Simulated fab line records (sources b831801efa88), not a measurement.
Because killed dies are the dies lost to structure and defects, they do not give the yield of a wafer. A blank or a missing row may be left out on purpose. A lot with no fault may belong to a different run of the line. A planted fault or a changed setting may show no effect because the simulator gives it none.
Which of the tools did it?    flow gf180mcu    12 lots with 36 wafers sampled at 7 steps, on a route of 602 steps

## WHAT THE GAUGES SHOWED, per wafer
GF_STI_THK_MEAS_24.
lot   measured     on             STI_CVD_23_THK (nm)
L978  day 2 03:25  film_metro-03  641 640 644
L982  day 2 23:56  film_metro-03  656 656 650
L986  day 3 20:28  film_metro-02  647 651 651
L990  day 4 17:37  film_metro-02  642 635 633
L992  day 5 05:15  film_metro-02  644 652 647
L993  day 5 09:19  film_metro-02  642 655 645
L994  day 5 13:52  film_metro-03  650 654 645
L995  day 5 20:19  film_metro-03  657 651 643
L998  day 6 12:41  film_metro-03  640 640 633
L999  day 6 15:58  film_metro-04  644 652 640
L100  day 6 21:47  film_metro-04  649 647 648
L101  day 7 01:53  film_metro-04  654 658 646

GF_VT_IMPLANT_OVL_MEAS_07.
lot   measured      on          VT_IMPLANT_OVL (nm)
L978  day 5 13:54   overlay-02  -1.6 -1.5 -1.4
L982  day 6 13:36   overlay-01  -1.0 -1.6 -0.5
L986  day 7 18:12   overlay-01  -0.7 -0.1 -1.3
L990  day 8 14:58   overlay-01  -3.3 -0.4 -0.4
L992  day 9 06:30   overlay-02  - - -
L993  day 9 11:06   overlay-01  - - -
L994  day 9 19:14   overlay-01  -1.9 -1.8 -0.8
L995  day 9 22:54   overlay-01  -4.6 -4.3 -5.1
L998  day 10 18:51  overlay-02  -1.2 -1.7 -3.1
L999  day 11 03:01  overlay-01  -0.9 0.4 -1.2
L100  day 11 05:47  overlay-02  -2.8 -4.4 -2.1
L101  day 11 10:09  overlay-02  -4.1 -4.1 -2.8

GF_VT_IMPLANT_TW_MEAS_10.
lot   measured      on             VT_IMPLANT_TW
L978  day 5 14:12   film_metro-03  572 568 572
L982  day 6 13:53   film_metro-01  557 556 553
L986  day 7 18:29   film_metro-01  559 559 557
L990  day 8 15:15   film_metro-03  575 577 578
L992  day 9 06:47   film_metro-02  554 558 556
L993  day 9 11:23   film_metro-03  575 573 579
L994  day 9 19:31   film_metro-03  569 577 575
L995  day 9 23:11   film_metro-03  576 574 574
L998  day 10 19:08  film_metro-01  554 555 551
L999  day 11 03:19  film_metro-02  555 557 556
L100  day 11 06:04  film_metro-02  559 556 557
L101  day 11 10:26  film_metro-02  557 556 555

GF_VT_IMPLANT_TW_MEAS_32.
lot   measured      on             VT_IMPLANT_3_TW
L978  day 6 20:24   film_metro-02  268 267 267
L982  day 7 21:02   film_metro-01  265 266 265
L986  day 9 02:08   film_metro-03  276 274 273
L990  day 10 00:18  film_metro-02  267 267 268
L992  day 10 17:50  film_metro-03  589 589 592
L993  day 10 23:31  film_metro-02  575 577 575
L994  day 11 08:32  film_metro-02  264 265 265
L995  day 11 11:18  film_metro-03  274 275 273
L998  day 12 08:08  film_metro-02  266 268 266
L999  day 12 16:42  film_metro-03  271 273 272
L100  day 12 20:46  film_metro-03  272 272 272
L101  day 13 00:51  film_metro-02  266 267 267

GF_VT_IMPLANT_TW_MEAS_43.
lot   measured      on             VT_IMPLANT_4_TW
L978  day 7 12:12   film_metro-02  685 683 686
L982  day 8 12:53   film_metro-01  680 679 679
L986  day 9 19:50   film_metro-01  684 686 684
L990  day 10 18:30  film_metro-03  706 706 708
L992  day 11 11:41  film_metro-02  776 780 779
L993  day 11 18:01  film_metro-03  800 806 804
L994  day 12 03:31  film_metro-03  704 702 700
L995  day 12 06:00  film_metro-01  679 679 678
L998  day 13 03:47  film_metro-01  677 677 683
L999  day 13 12:22  film_metro-01  681 678 682
L100  day 13 16:40  film_metro-03  709 710 713
L101  day 13 20:56  film_metro-02  685 687 687

## WHAT TOOL EACH LOT RAN ON (gives the tool, then ch and the chambers of the sampled wafers, and finally the start)
lot   GF_NWELL_STRIP_10                    GF_VT_IMPLANT_COAT_02
L978  plasma_asher-03 ch 0,1, day 3 06:49  litho_track-04 ch 0, day 5 06:42
L982  plasma_asher-01 ch 0,1, day 4 04:23  litho_track-04 ch 0, day 6 06:22
L986  plasma_asher-01 ch 1, day 5 04:35    litho_track-02 ch 0, day 7 09:49
L990  plasma_asher-02 ch 0,1, day 6 00:52  litho_track-03 ch 0, day 8 07:41
L992  plasma_asher-02 ch 0,1, day 6 13:38  litho_track-03, day 8 21:40
L993  plasma_asher-03 ch 0,1, day 6 18:35  litho_track-04, day 9 02:09
L994  plasma_asher-02 ch 0,1, day 7 02:07  litho_track-02 ch 0, day 9 10:02
L995  plasma_asher-02 ch 0,1, day 7 05:52  litho_track-03 ch 0, day 9 14:11
L998  plasma_asher-03 ch 0, day 7 23:11    litho_track-04 ch 0, day 10 09:43
L999  plasma_asher-02 ch 0,1, day 8 04:49  litho_track-03 ch 0, day 10 18:13
L100  plasma_asher-03 ch 0,1, day 8 08:37  litho_track-04 ch 0, day 10 20:45
L101  plasma_asher-01 ch 0,1, day 8 12:22  litho_track-04 ch 0, day 11 00:33
- GF_NWELL_STRIP_10: strips in O2/N2.
- GF_VT_IMPLANT_COAT_02: resist thk 1000 nm.

## WHAT THE TOOLS THEMSELVES READ (means of the sampled wafers that have a number; where no wafer has one, the mark that the record gives instead)
GF_NWELL_STRIP_10.
lot   tool             drypump_motor_current_A (A)  heater_power_w (W)  oes_product_au (a.u.)  strip_time_to_endpoint_s (s)
L978  plasma_asher-03  5.9                          370                 0.720                  36.74
L982  plasma_asher-01  6.1                          324                 0.724                  36.80
L986  plasma_asher-01  5.1                          331                 0.726                  37.06
L990  plasma_asher-02  5.6                          305                 0.727                  36.83
L992  plasma_asher-02  5.6                          309                 0.724                  36.88
L993  plasma_asher-03  5.7                          354                 0.724                  37.01
L994  plasma_asher-02  5.6                          311                 0.725                  36.92
L995  plasma_asher-02  5.6                          303                 0.723                  37.09
L998  plasma_asher-03  5.6                          353                 0.721                  36.92
L999  plasma_asher-02  5.6                          308                 0.719                  37.02
L100  plasma_asher-03  5.7                          358                 0.723                  37.06
L101  plasma_asher-01  6.1                          326                 0.723                  37.21

GF_VT_IMPLANT_COAT_02.
lot   tool            chill_plate_temp_C (C)  dispense_pressure_kPa (kPa)
L978  litho_track-04  22.91                   49
L982  litho_track-04  22.87                   49
L986  litho_track-02  23.01                   54
L990  litho_track-03  23.08                   42
L992  litho_track-03  -                       -
L993  litho_track-04  -                       -
L994  litho_track-02  23.03                   54
L995  litho_track-03  22.88                   42
L998  litho_track-04  23.00                   49
L999  litho_track-03  23.06                   42
L100  litho_track-04  22.96                   49
L101  litho_track-04  23.01                   49

## THE ANSWER, worked out from the rows above alone
Rule: usual is defined by the lots themselves. Put in order of their means at a reading, lots are off if they are a third of the lots or fewer, leave a main group of 4 or more, and stand apart from it by a gap of 3 or more times the standard deviation of the main group's means; of several such gaps the widest counts. If all means in a main group match to the digits the tables above print for the reading, that group is not used. Also off: a lot with no number at a reading for which 4 or more lots have one. All remaining lots with rows at the step are treated as sound. The gauges are gone through in route order, then the tools' own readings, and for those a lot's mean is taken as printed above. The first step at which some lot is off is used, and at that step the reading that is off furthest; a lot without a number counts as furthest.
Off: at GF_VT_IMPLANT_OVL_MEAS_07 (VT_IMPLANT_OVL), L992, L993. Without a number there: L992, L993. Mean -2.0 nm and standard deviation 1.3 in the main group.
If a tool, at a process step before that reading, ran all the lots that are off and no sound lot after the first of them, it fits. The gauges at GF_VT_IMPLANT_OVL_MEAS_07 aren't tried: what is off there is off at GF_VT_IMPLANT_TW_MEAS_32 too, on other tools, and a gauge's error can't cause that. Of those tried, none fits.

## WHAT THE SIMULATOR PUT IN
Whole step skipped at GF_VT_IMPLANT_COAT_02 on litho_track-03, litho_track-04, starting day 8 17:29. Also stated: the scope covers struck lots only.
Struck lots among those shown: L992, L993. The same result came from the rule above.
